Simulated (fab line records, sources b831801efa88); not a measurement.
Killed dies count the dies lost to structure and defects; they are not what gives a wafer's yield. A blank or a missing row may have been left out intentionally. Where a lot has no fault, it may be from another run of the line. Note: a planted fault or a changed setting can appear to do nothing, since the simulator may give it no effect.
Split-lot trial	flow sfq line	15 wafers read from 5 lots, route of 325 steps

== SPLIT DETAILS ==
At SFQ_TRILAYER_I6_VIA_LITHO_COAT_174 (resist thk 62 nm), the setting spin rpm was moved away from the recipe's 3000 rpm on 6 of the 15 wafers read, by -3.0% to -2.1%. For the rest of the wafers, this setting stayed at what the recipe calls for.

Split to reading: the file shows no intervening step.

== THE READING ==
etch.depth nm (the simulator's own value, which no gauge read), in nm, at SFQ_TRILAYER_I6_VIA_BARC_OPEN_VIA_ETCH_235 (etches BARC in O2, target depth 125 nm, time 41.7 s). No usual value for it is given in the file. Here, 9 wafers ran the recipe; their average is 61.79 nm with a standard deviation of 0.21 nm.

wafer	tool, chamber at the split	spin rpm as run, rpm	against the recipe	etch.depth nm, nm	against lot-mates on the recipe
L075.1	litho track-01, 0	3000	recipe	61.68	-
L075.3	litho track-01, 0	3000	recipe	61.67	-
L077.4	litho track-04, 0	3000	recipe	61.81	-
L077.5	litho track-04, 0	2936	-2.1%	62.68	+1.01
L077.6	litho track-04, 0	3000	recipe	61.53	-
L079.2	litho track-02, 0	3000	recipe	62.01	-
L079.4	litho track-02, 0	3000	recipe	62.05	-
L079.5	litho track-02, 0	3000	recipe	62.12	-
L083.3	litho track-01, 0	2937	-2.1%	62.65	no lot-mate on the recipe
L083.6	litho track-01, 0	2937	-2.1%	62.97	no lot-mate on the recipe
L084.1	litho track-02, 0	3000	recipe	61.72	-
L084.2	litho track-02, 0	2910	-3.0%	62.63	+1.02
L084.3	litho track-02, 0	3000	recipe	61.5	-
L084.4	litho track-02, 0	2910	-3.0%	62.82	+1.21
L084.5	litho track-02, 0	2910	-3.0%	62.58	+0.97

THE FIT
A straight line over all 15 wafers: etch.depth nm changes by -0.343 nm for each +1% of spin rpm; r = -0.89; the points scatter about the line by 0.24 nm.
The same after taking each lot's own level away (the mean of its wafers on the recipe; 13 wafers): -0.37 nm for each +1%; r = -0.98; scatter 0.12 nm.
According to that fit, moving spin rpm by its largest amount changes the reading by 1.1 nm.
The lots' own levels span 61.610 to 62.060 nm, that is 2.1 times the standard deviation above.
The two slopes agree, so the slope changes little with the lot-to-lot level.
Check: for one of the wafers moved furthest among these (-3.0%), held out of the fit, the line's prediction against its lot-mates is +1.16 nm. It came out at +1.02 nm against them.

== THE WHOLE CHAIN: every reading that the file lists as answering this split, in the file's order ==
step	what it does	reading	change (the file's fit)	r (the file's)
SFQ_TRILAYER_I6_VIA_LITHO_COAT_174	resist thk 62 nm	BARC_of_TRILAYER_I6_VIA_LITHO_COAT_174.thk nm (the simulator's own value, which no gauge read)	-0.324 nm for each +1% of the setting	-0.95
SFQ_TRILAYER_I6_VIA_BARC_OPEN_VIA_ETCH_235	etches BARC in O2, target depth 125 nm, time 41.7 s	etch.depth nm (the simulator's own value, which no gauge read)	-0.382 nm for each +1% of the setting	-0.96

== FILE'S OWN FIT ==
etch.depth nm changes by -0.382 nm for each +1% of spin rpm, r = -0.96.
